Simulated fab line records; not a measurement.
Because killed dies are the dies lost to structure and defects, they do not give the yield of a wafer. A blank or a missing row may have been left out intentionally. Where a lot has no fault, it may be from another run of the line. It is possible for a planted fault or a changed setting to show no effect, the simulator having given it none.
Matching of chambers -- flow gf180mcu -- cmp-01 running GF_V1_CMP_26: 4 sister chambers
The step polishes, stops on SiO2, t overpolish 15 s, target thk 0 nm. 7 wafers are shown with their chamber, then 7 later ones without.

## WAFERS WITH THEIR CHAMBER
wafer,chamber,motor-current-A (A),time-to-endpoint-s (s)
L436.3,3,12.8,88
L436.4,0,10.2,85
L438.2,3,13.3,87
L444.5,1,9.6,87
L444.6,2,13.1,84
L449.1,1,9.9,87
L449.2,2,12.8,85

## WAFERS WHOSE CHAMBER IS MISSING
wafer,motor-current-A (A),time-to-endpoint-s (s)
L449.5,10.2,88
L453.1,12.9,83
L453.4,10.0,89
L453.5,13.4,85
L455.1,12.5,82
L455.5,12.2,80
L455.6,13.2,91

## EACH ONE'S CHAMBER
wafer,from the rows above,in truth
L449.5,1,1
L453.1,2,2
L453.4,1,1
L453.5,2,2
L455.1,2,2
L455.5,2,2
L455.6,3,3
Placed correctly: 7 of 7. Left unplaced by these rows: 0. Placed wrongly: 0.
How it was worked out, from the rows above alone: a wafer's distance from a chamber is the root of the sum, over the readings, of the square of ((its reading less the chamber's mean) divided by the reading's scatter). The wafer belongs to the nearest chamber; if the next one is less than 2 further off, it can't be placed. A chamber's mean is the mean of its shown wafers. How the scatter is found: for the shown wafers, subtract from each reading the mean of its chamber, square and add these, divide the total by (wafers less chambers), then take the root.
